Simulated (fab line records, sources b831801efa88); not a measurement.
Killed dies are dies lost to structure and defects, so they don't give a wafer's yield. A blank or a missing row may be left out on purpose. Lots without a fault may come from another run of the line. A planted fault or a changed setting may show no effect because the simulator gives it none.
One fault seen from 2 desks | flow sfq_line | each desk has only its own numbers; what lay behind them comes last

THE TOOL OWNER'S DESK: cmp-02
The tool's own readings at SFQ_TRILAYER_I4_CMP_CMP_100 (polishes SiO2): means of the sampled wafers that have a number, for each lot that ran on this tool. A lot is out of limits, marked OUT, if its mean lies more than 4 standard deviations from the usual mean; the brackets give that distance.
Columns: A = motor_current_A at SFQ_TRILAYER_I4_CMP_CMP_100, usual 10.0 A; B = time_to_endpoint_s at SFQ_TRILAYER_I4_CMP_CMP_100, usual 217 s
lot  | first seen here | A    | B
L412 | day 42 01:46    | 10.1 | 216
L413 | day 42 05:16    | 9.8  | 212
L416 | day 42 13:46    | 9.1  | 212
L417 | day 42 22:46    | 9.6  | 205
L421 | day 45 14:18    | 9.8  | 214
L422 | day 45 16:48    | 9.9  | 179 (-4.1) OUT
L423 | day 45 23:48    | 10.1 | 167 (-5.4) OUT
L424 | day 46 01:48    | 9.9  | 158 (-6.4) OUT
This desk's finding: out of limits on L422, L423, L424; first on L422, day 45 16:48 (time_to_endpoint_s at SFQ_TRILAYER_I4_CMP_CMP_100). In limits: L412, L413, L416, L417, L421.

THE METROLOGY DESK
What the gauges read, lot by lot, whatever tool the lot ran on: means of the sampled wafers that have a number. A lot is out of limits, marked OUT, if its mean lies more than 4 standard deviations from the usual mean; the brackets give that distance.
Columns: A = I0_OVL at SFQ_I0_OVL_MEAS_908, usual -3 nm; B = M5_OVL at SFQ_M5_OVL_MEAS_932, usual -3 nm
lot  | first seen here | A   | B
L409 | day 15 18:34    | -8  | -5
L410 | day 16 20:01    | -3  | -4
L411 | day 17 04:25    | 0   | 5
L412 | day 18 05:37    | -8  | -14
L413 | day 18 15:13    | -7  | -5
L416 | day 19 20:28    | -5  | -21
L417 | day 19 21:47    | 8   | -5
L418 | day 20 14:35    | -3  | 11
L419 | day 20 19:23    | -15 | -10
L420 | day 21 06:11    | -2  | 1
L421 | day 21 12:18    | -1  | -6
L422 | day 21 19:30    | 1   | -8
L423 | day 22 11:07    | -5  | -2
L424 | day 22 23:06    | -8  | 0
L430 | day 27 03:14    | 2   | -3
This desk's finding: nothing out of limits on any of the 15 lots.

PUT TOGETHER
The tool owner's desk could have raised an alarm at day 45 16:48, on L422, L423, L424.
The metrology desk saw nothing out of limits.
The metrology desk has L422, L423, L424 on record, within its limits.
Of the lots named, all ran SFQ_TRILAYER_I4_CMP_CMP_100 on cmp-02.

WHAT THE SIMULATOR HAD PUT IN
Process parameter drift: cmp-02, from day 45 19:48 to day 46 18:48, at SFQ_TRILAYER_I4_CMP_CMP_100. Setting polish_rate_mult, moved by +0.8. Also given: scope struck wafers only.
Lots struck among those shown: L422, L423, L424.
